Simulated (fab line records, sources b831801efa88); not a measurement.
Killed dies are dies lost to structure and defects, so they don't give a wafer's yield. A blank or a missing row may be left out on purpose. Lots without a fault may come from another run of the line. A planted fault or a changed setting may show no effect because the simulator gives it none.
One fault seen from 2 desks | flow sfq_line | each desk has only its own numbers; what lay behind them comes last

THE TOOL OWNER'S DESK: litho_track-03
The tool's own readings at SFQ_TRILAYER_M7_LITHO_DEVELOP_179 (time 60 s): means of the sampled wafers that have a number, for each lot that ran on this tool. A lot is out of limits, marked OUT, if its mean lies more than 4 standard deviations from the usual mean; the brackets give that distance.
Columns: A = chill_plate_temp_C at SFQ_TRILAYER_M7_LITHO_DEVELOP_179, usual 22.99 C; B = exhaust_pa at SFQ_TRILAYER_M7_LITHO_DEVELOP_179, usual 45.0 Pa
lot  | first seen here | A     | B
L204 | day 82 13:22    | 23.07 | 43.6
L214 | day 84 22:41    | 22.85 | 44.0
L217 | day 86 16:38    | 23.05 | 44.9
L220 | day 87 09:29    | 23.01 | 45.1
L224 | day 90 10:29    | 23.07 | 45.3
L225 | day 90 11:40    | 22.97 | 45.2
This desk's finding: nothing out of limits on any of the 6 lots.

THE METROLOGY DESK
What the gauges read, lot by lot, whatever tool the lot ran on: means of the sampled wafers that have a number. A lot is out of limits, marked OUT, if its mean lies more than 4 standard deviations from the usual mean; the brackets give that distance.
Columns: A = I5_OVL at SFQ_I5_OVL_MEAS_936, usual 2 nm
lot  | first seen here | A
L204 | day 76 15:26    | -10
L209 | day 77 17:10    | 4
L210 | day 78 11:29    | -6
L211 | day 78 15:56    | 3
L213 | day 79 09:56    | 7
L214 | day 79 20:44    | 2
L216 | day 80 01:11    | 6
L217 | day 81 03:17    | 5
L220 | day 81 13:32    | 3
L222 | day 81 20:44    | 2
L223 | day 81 23:08    | -0
L224 | day 82 00:20    | 3
L225 | day 82 02:43    | -4
L226 | day 85 22:47    | -1
This desk's finding: nothing out of limits on any of the 14 lots.

PUT TOGETHER
The tool owner's desk saw nothing out of limits.
The metrology desk saw nothing out of limits.

WHAT THE SIMULATOR HAD PUT IN
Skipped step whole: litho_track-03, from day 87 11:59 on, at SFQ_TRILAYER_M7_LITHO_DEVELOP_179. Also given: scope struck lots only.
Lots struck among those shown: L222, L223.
